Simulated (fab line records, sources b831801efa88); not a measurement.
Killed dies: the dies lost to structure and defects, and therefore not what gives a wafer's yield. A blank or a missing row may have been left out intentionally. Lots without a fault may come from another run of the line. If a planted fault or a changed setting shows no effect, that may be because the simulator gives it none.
Matching of chambers :: flow gf180mcu :: GF_V4_CMP_26 on cmp-02 has 4 sister chambers
The step polishes, stops on SiO2, t overpolish 15 s, target thk 0 nm. 8 wafers are shown with their chamber, then 12 later ones without.

WAFERS PAIRED WITH THEIR CHAMBERS
wafer: L084.6
chamber: 1
time to endpoint s (s): 83
overpolish run s (s): 15.017

wafer: L089.2
chamber: 1
time to endpoint s (s): 83
overpolish run s (s): 14.990

wafer: L089.1
chamber: 0
time to endpoint s (s): 85
overpolish run s (s): 14.983

wafer: L089.4
chamber: 2
time to endpoint s (s): 85
overpolish run s (s): 15.002

wafer: L089.5
chamber: 3
time to endpoint s (s): 81
overpolish run s (s): 14.991

wafer: L092.2
chamber: 0
time to endpoint s (s): 88
overpolish run s (s): 14.993

wafer: L092.5
chamber: 2
time to endpoint s (s): 85
overpolish run s (s): 15.008

wafer: L092.6
chamber: 3
time to endpoint s (s): 85
overpolish run s (s): 14.999

WAFERS WITH NO CHAMBER GIVEN
wafer: L093.2
time to endpoint s (s): 84
overpolish run s (s): 14.991

wafer: L093.3
time to endpoint s (s): 82
overpolish run s (s): 14.995

wafer: L093.4
time to endpoint s (s): 82
overpolish run s (s): 15.004

wafer: L094.2
time to endpoint s (s): 83
overpolish run s (s): 14.990

wafer: L094.3
time to endpoint s (s): 83
overpolish run s (s): 15.017

wafer: L094.6
time to endpoint s (s): 84
overpolish run s (s): 14.996

wafer: L094.1
time to endpoint s (s): 85
overpolish run s (s): 14.994

wafer: L094.4
time to endpoint s (s): 83
overpolish run s (s): 15.004

wafer: L094.5
time to endpoint s (s): 86
overpolish run s (s): 15.009

wafer: L097.1
time to endpoint s (s): 86
overpolish run s (s): 15.010

wafer: L097.3
time to endpoint s (s): 89
overpolish run s (s): 15.015

wafer: L097.4
time to endpoint s (s): 86
overpolish run s (s): 14.997

WHICH CHAMBER EACH ONE RAN IN
wafer: L093.2
from the rows above: can't be placed: 3 or 1 or 2 or 0
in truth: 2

wafer: L093.3
from the rows above: can't be placed: 3 or 1 or 2
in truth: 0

wafer: L093.4
from the rows above: can't be placed: 1 or 3 or 2
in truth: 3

wafer: L094.2
from the rows above: can't be placed: 3 or 1 or 2 or 0
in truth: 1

wafer: L094.3
from the rows above: can't be placed: 1 or 2 or 3
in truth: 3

wafer: L094.6
from the rows above: can't be placed: 3 or 1 or 2 or 0
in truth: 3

wafer: L094.1
from the rows above: can't be placed: 0 or 2 or 3 or 1
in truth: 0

wafer: L094.4
from the rows above: can't be placed: 1 or 3 or 2
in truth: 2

wafer: L094.5
from the rows above: can't be placed: 2 or 1 or 0 or 3
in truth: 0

wafer: L097.1
from the rows above: can't be placed: 2 or 1 or 0 or 3
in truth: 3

wafer: L097.3
from the rows above: can't be placed: 2 or 0 or 1 or 3
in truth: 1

wafer: L097.4
from the rows above: can't be placed: 0 or 2 or 3 or 1
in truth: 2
Placed correctly: 0 of 12. These rows do not allow placing 12 (true chamber among the candidates in 11). 0 placed wrongly.
How it was worked out, from the rows above alone: a wafer's distance from a chamber is the root of the sum, over the readings, of the square of ((its reading less the chamber's mean) divided by the reading's scatter). The wafer belongs to the nearest chamber; if the next one is less than 2 further off, it can't be placed. A chamber's mean is the mean of its shown wafers. How the scatter is found: for the shown wafers, subtract from each reading the mean of its chamber, square and add these, divide the total by (wafers less chambers), then take the root.
